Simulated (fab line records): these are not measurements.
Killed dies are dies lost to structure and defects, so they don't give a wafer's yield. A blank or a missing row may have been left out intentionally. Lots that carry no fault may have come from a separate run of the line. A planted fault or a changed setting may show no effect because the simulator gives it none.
fab line records	flow gf180mcu
[record] lots = 14	wafers = 42	last-day = 34
route steps=602 shown DUAL_GATE@143 M2@366 V2@384
lots that met no fault: taken from a fault-free run of the same line
start-h: hours from the record's first day to the start of the lot's first wafer shown	wait-h: how many hours have passed since the lot's step before this one	" unchanged from the row above	L1.1+2: one row covering several wafers at once	- value missing, or start not given	* or withheld: withheld	< > ~ a bound
route shown NAME@n: a module of which the file shows steps, and the number in the route of the first	usual: the fault-free wafers' mean and standard deviation	same: alike in all rows	chamber/n: place in a boat	sites: per-site readings	_std_site: the standard deviation of these	_edge_site: the outer-site mean with the inner-site mean subtracted	radius-mm: how far each site lies from the wafer's centre	mask NAME#n: copy n	behind: tool/chamber where the wafer was last shaped	hold: why the lot was held/for how many hours/how that ended	device: the n, p or np transistor that did not switch	end of line: the same wafers' tests at the end of the route	step lacking rows: just its recipe	killed: at the first sort, the dies lost to defects and structure; wafer yield is something else	map: per-die view of a wafer (x killed, . not killed, _ where there is no die)
set.NAME: the setting that was run; set.NAME@STEP: the one run at that earlier step	model.NAME: the simulator's own value behind a step, which no gauge read
steps of the route over a sample of lots; a table a step, a row a wafer
services: a tool's chamber out of use, with start hour (start-h, from the record's first day; less than 0 if before it), hours out, and reason
[[steps]]
[step GF_DUAL_GATE_OXIDATION_02]
[recipe] temp-c = 900	ambient = O2	stabilise-s = 600	purge-s = 300	target-thk-a = 108.87	ox-time-s = 1602
[usual] spike-tc-centre-C = 899.8/1.3	spike-tc-lower-C = 900.9/0.98
lot.wafer	tool	chamber	start-h	wait-h	spike-tc-centre-C	spike-tc-lower-C
L337.2	furnace-01	0	164.94	0.0	900.0	902.0
L337.3	"	0	"	"	900.3	900.9
L337.4	"	0	"	"	900.1	900.1
L338.1	furnace-01	0	173.93	0.0	902.3	901.5
L338.5	"	0	"	"	899.9	900.2
L338.6	"	0	"	"	901.4	900.6
L339.3	furnace-02	0	179.19	0.0	899.3	899.3
L339.4	"	0	"	"	898.0	902.4
L339.6	"	0	"	"	900.6	899.7
L344.2	furnace-02	0	211.51	0.1	897.0	900.1
L344.3	"	0	"	"	899.9	900.0
L344.5	"	0	"	"	897.5	901.3
L345.2	furnace-01	0	219.76	1.4	900.7	901.1
L345.3	"	0	"	"	899.8	902.1
L345.6	"	0	"	"	899.7	900.9
L346.3	furnace-01	0	230.51	2.9	900.5	900.9
L346.5	"	0	"	"	900.4	901.5
L346.6	"	0	"	"	900.3	901.1
L349.1	furnace-02	0	248.00	0.7	898.4	900.1
L349.5	"	0	"	"	897.2	901.0
L349.6	"	0	"	"	899.8	901.6
L352.3	furnace-01	0	269.98	1.8	901.6	900.5
L352.5	"	0	"	"	901.7	900.5
L352.6	"	0	"	"	901.0	899.6
L353.4	furnace-01	0	277.92	2.0	899.9	902.5
L353.5	"	0	"	"	901.1	900.5
L353.6	"	0	"	"	900.4	901.0
L354.3	furnace-01	0	282.10	0.9	901.6	899.6
L354.4	"	0	"	"	901.0	900.9
L354.6	"	0	"	"	900.8	902.2
L355.1	furnace-02	0	288.15	0.0	900.0	899.6
L355.3	"	0	"	"	897.5	900.3
L355.5	"	0	"	"	899.1	900.9
L356.2	furnace-02	0	295.62	3.1	899.7	900.2
L356.5	"	0	"	"	898.6	901.8
L356.6	"	0	"	"	899.4	900.1
L357.2	furnace-02	0	305.03	3.7	899.3	899.1
L357.5	"	0	"	"	898.4	902.6
L357.6	"	0	"	"	899.8	900.8
L359.1	furnace-02	0	318.66	6.4	897.2	902.2
L359.4	"	0	"	"	900.0	902.1
L359.5	"	0	"	"	899.8	900.9
[step GF_DUAL_GATE_THK_MEAS_03]
[recipe] reads = SiO2_of_DUAL_GATE_OXIDATION_02
[usual] DUAL_GATE_OXIDATION_00_THK = 10.94/0.21
lot.wafer	tool	chamber	start-h	wait-h	DUAL_GATE_OXIDATION_00_THK[nm]
L337.2	film-metro-02	-	166.40	0.0	11.06
L337.3	"	-	"	"	10.98
L337.4	"	-	"	"	11.05
L338.1	film-metro-01	-	175.37	0.0	11.23
L338.5	"	-	"	"	11.35
L338.6	"	-	"	"	11.28
L339.3	film-metro-02	-	180.66	0.0	10.73
L339.4	"	-	"	"	10.58
L339.6	"	-	"	"	10.48
L344.2	film-metro-02	-	212.97	0.0	10.71
L344.3	"	-	"	"	10.93
L344.5	"	-	"	"	10.91
L345.2	film-metro-03	-	221.21	0.0	10.89
L345.3	"	-	"	"	10.83
L345.6	"	-	"	"	10.96
L346.3	film-metro-02	-	231.98	0.0	10.97
L346.5	"	-	"	"	11.03
L346.6	"	-	"	"	10.99
L349.1	film-metro-02	-	249.44	0.0	10.94
L349.5	"	-	"	"	10.92
L349.6	"	-	"	"	10.81
L352.3	film-metro-03	-	271.45	0.0	12.43
L352.5	"	-	"	"	12.62
L352.6	"	-	"	"	12.54
L353.4	film-metro-03	-	279.40	0.0	12.68
L353.5	"	-	"	"	12.53
L353.6	"	-	"	"	12.52
L354.3	film-metro-01	-	283.57	0.0	12.77
L354.4	"	-	"	"	12.80
L354.6	"	-	"	"	12.81
L355.1	film-metro-02	-	289.60	0.0	10.75
L355.3	"	-	"	"	10.89
L355.5	"	-	"	"	10.89
L356.2	film-metro-03	-	297.07	0.0	10.84
L356.5	"	-	"	"	10.91
L356.6	"	-	"	"	10.77
L357.2	film-metro-03	-	306.49	0.0	10.96
L357.5	"	-	"	"	10.82
L357.6	"	-	"	"	10.91
L359.1	film-metro-03	-	320.11	0.0	10.55
L359.4	"	-	"	"	10.75
L359.5	"	-	"	"	10.47
[step GF_M2_SPUTTER_04]
[recipe] material = TiN	target-thk-nm = 50	power-w = 6500	time-s = 41.7	chamber-pressure-pa = 0.4
[usual] throttle-valve-pct = 30.8/0.97
[same] time-s = 41.7
lot.wafer	tool	chamber	start-h	wait-h	throttle-valve-pct
L337.2	pvd-sputter-03	-	418.75	0.0	31.2
L337.3	"	-	"	"	29.3
L337.4	"	-	"	"	29.7
L338.1	pvd-sputter-03	-	430.16	0.0	29.3
L338.5	"	-	"	"	29.2
L338.6	"	-	"	"	29.1
L339.3	pvd-sputter-04	-	439.12	0.0	31.1
L339.4	"	-	"	"	30.6
L339.6	"	-	"	"	30.8
L344.2	pvd-sputter-01	-	487.90	0.0	32.5
L344.3	"	-	"	"	30.1
L344.5	"	-	"	"	30.7
L345.2	pvd-sputter-01	-	502.34	0.0	30.5
L345.3	"	-	"	"	32.6
L345.6	"	-	"	"	32.4
L346.3	pvd-sputter-01	-	512.18	0.0	30.7
L346.5	"	-	"	"	30.6
L346.6	"	-	"	"	32.8
L349.1	pvd-sputter-01	-	540.04	0.0	30.3
L349.5	"	-	"	"	30.7
L349.6	"	-	"	"	32.7
L352.3	pvd-sputter-03	-	566.21	0.0	31.5
L352.5	"	-	"	"	31.2
L352.6	"	-	"	"	30.8
L353.4	pvd-sputter-03	-	570.97	0.0	31.7
L353.5	"	-	"	"	29.2
L353.6	"	-	"	"	31.2
L354.3	pvd-sputter-03	-	576.31	0.0	31.5
L354.4	"	-	"	"	29.1
L354.6	"	-	"	"	31.5
L356.2	pvd-sputter-04	-	583.89	0.0	31.5
L356.5	"	-	"	"	30.7
L356.6	"	-	"	"	31.2
L355.1	pvd-sputter-03	-	589.33	0.0	30.8
L355.3	"	-	"	"	29.1
L355.5	"	-	"	"	31.0
L357.2	pvd-sputter-01	-	595.03	0.0	32.5
L357.5	"	-	"	"	33.0
L357.6	"	-	"	"	30.6
L359.1	pvd-sputter-04	-	609.06	0.0	30.8
L359.4	"	-	"	"	31.2
L359.5	"	-	"	"	30.8
[step GF_V2_CVD_02]
[recipe] material = SiO2	target-thk-nm = 850	precursor = TEOS	temp-c = 400	time-s = 94.851	rf-w = 600
[usual] heater-power-w = 637/79
[same] time-s = 94.851
lot.wafer	tool	chamber	start-h	wait-h	heater-power-w
L337.2	pecvd-01	1	443.92	0.0	854
L337.3	"	2	"	"	626
L337.4	"	1	"	"	658
L338.1	pecvd-01	0	455.22	0.1	559
L338.5	"	2	"	"	618
L338.6	"	1	"	"	681
L339.3	pecvd-04	2	463.82	0.0	631
L339.4	"	0	"	"	573
L339.6	"	1	"	"	687
L344.2	pecvd-01	2	511.84	0.0	547
L344.3	"	0	"	"	602
L344.5	"	2	"	"	590
L345.2	pecvd-01	0	527.20	0.0	661
L345.3	"	2	"	"	582
L345.6	"	1	"	"	665
L346.3	pecvd-04	0	536.74	0.0	663
L346.5	"	2	"	"	613
L346.6	"	1	"	"	682
L349.1	pecvd-04	0	562.98	0.1	653
L349.5	"	0	"	"	682
L349.6	"	1	"	"	723
L352.3	pecvd-02	0	588.52	0.0	489
L352.5	"	2	"	"	720
L352.6	"	0	"	"	539
L353.4	pecvd-02	2	593.53	0.1	742
L353.5	"	1	"	"	533
L353.6	"	0	"	"	584
L354.3	pecvd-02	1	598.18	0.0	660
L354.4	"	2	"	"	683
L354.6	"	1	"	"	540
L356.2	pecvd-02	2	606.22	0.0	718
L356.5	"	2	"	"	586
L356.6	"	0	"	"	477
L355.1	pecvd-02	2	610.96	0.1	748
L355.3	"	0	"	"	538
L355.5	"	0	"	"	577
L357.2	pecvd-01	1	617.84	0.0	798
L357.5	"	0	"	"	634
L357.6	"	1	"	"	828
L359.1	pecvd-01	1	630.03	0.1	839
L359.4	"	0	"	"	525
L359.5	"	1	"	"	671
[step GF_V2_OVL_MEAS_15]
[usual] V2_OVL = -1/5.4
lot.wafer	tool	chamber	start-h	wait-h	V2_OVL[nm]
L337.2	overlay-02	-	468.99	0.1	8
L337.3	"	-	"	"	4
L337.4	"	-	"	"	1
L338.1	overlay-01	-	479.99	0.1	12
L338.5	"	-	"	"	4
L338.6	"	-	"	"	1
L339.3	overlay-02	-	488.15	0.1	-5
L339.4	"	-	"	"	-6
L339.6	"	-	"	"	-10
L344.2	overlay-01	-	535.24	0.1	5
L344.3	"	-	"	"	3
L344.5	"	-	"	"	1
L345.2	overlay-01	-	550.82	0.1	5
L345.3	"	-	"	"	2
L345.6	"	-	"	"	1
L346.3	overlay-02	-	559.66	0.1	8
L346.5	"	-	"	"	5
L346.6	"	-	"	"	4
L349.1	overlay-01	-	584.80	0.1	0
L349.5	"	-	"	"	7
L349.6	"	-	"	"	-2
L352.3	overlay-01	-	609.95	0.1	7
L352.5	"	-	"	"	6
L352.6	"	-	"	"	1
L353.4	overlay-01	-	615.90	0.1	2
L353.5	"	-	"	"	-5
L353.6	"	-	"	"	-4
L354.3	overlay-01	-	619.73	0.1	-1
L354.4	"	-	"	"	-5
L354.6	"	-	"	"	5
L356.2	overlay-01	-	627.37	0.1	-7
L356.5	"	-	"	"	-6
L356.6	"	-	"	"	3
L355.1	overlay-02	-	631.30	0.1	-11
L355.3	"	-	"	"	-10
L355.5	"	-	"	"	-12
L357.2	overlay-02	-	638.54	0.1	3
L357.5	"	-	"	"	-6
L357.6	"	-	"	"	6
L359.1	overlay-01	-	650.49	0.1	-2
L359.4	"	-	"	"	9
L359.5	"	-	"	"	-4
[[services]]
tool	chamber	start-h	hours	kind
pvd-sputter-03	-	147.20	1.8	repair
pecvd-01	-	160.62	14.0	pm
furnace-01	-	213.32	3.6	pm
furnace-02	-	224.74	11.4	repair
pecvd-02	-	232.83	5.5	pm
furnace-02	-	236.19	3.2	pm
furnace-02	-	239.36	3.4	pm
furnace-02	-	262.16	3.5	repair
pecvd-02	1	262.69	25.9	repair
furnace-02	-	273.08	4.4	pm
furnace-01	-	290.45	22.7	pm
furnace-01	-	313.14	4.4	pm
pvd-sputter-03	-	335.97	15.3	repair
pecvd-02	-	368.90	14.0	pm
pvd-sputter-03	-	424.45	2.2	repair
furnace-02	-	441.53	3.3	pm
pecvd-01	0	462.44	9.0	repair
furnace-01	-	473.63	4.6	pm
furnace-01	-	495.65	4.2	pm
furnace-02	-	517.84	3.7	pm
pvd-sputter-03	-	546.01	3.2	repair
pvd-sputter-03	-	574.42	1.6	repair
pvd-sputter-03	-	594.66	24.6	repair
furnace-02	-	608.40	3.9	pm
[[key]]
[first-sign] step = GF_DUAL_GATE_THK_MEAS_03	reading = DUAL_GATE_OXIDATION_00_THK	direction = up	sigmas = 8.2	usual = 10.94	struck = 12.63
effect none on later readings
met-at GF_DUAL_GATE_OXIDATION_02
struck-lots L352,L353,L354
tester-left-out L352,L353,L354
not-acting-at GF_M2_SPUTTER_04,GF_V2_CVD_02,GF_V2_OVL_MEAS_15
onset-between 230.51 269.98
[fault] kind = process-parameter-drift	tool = furnace-01	chamber = -	onset-h = 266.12	steps = GF_DUAL_GATE_OXIDATION_02	channel = ox-time-s	offset = *	shape = step	end-h = 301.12	acts-in = *	stated = *
// tester-left-out: of these lots the tester's yield and bins aren't shown, on N5 and GAA mostly nor the transistor test; their killed dies are dies lost to structure and defects alone, not to doping, threshold or leakage, so they don't give the yield
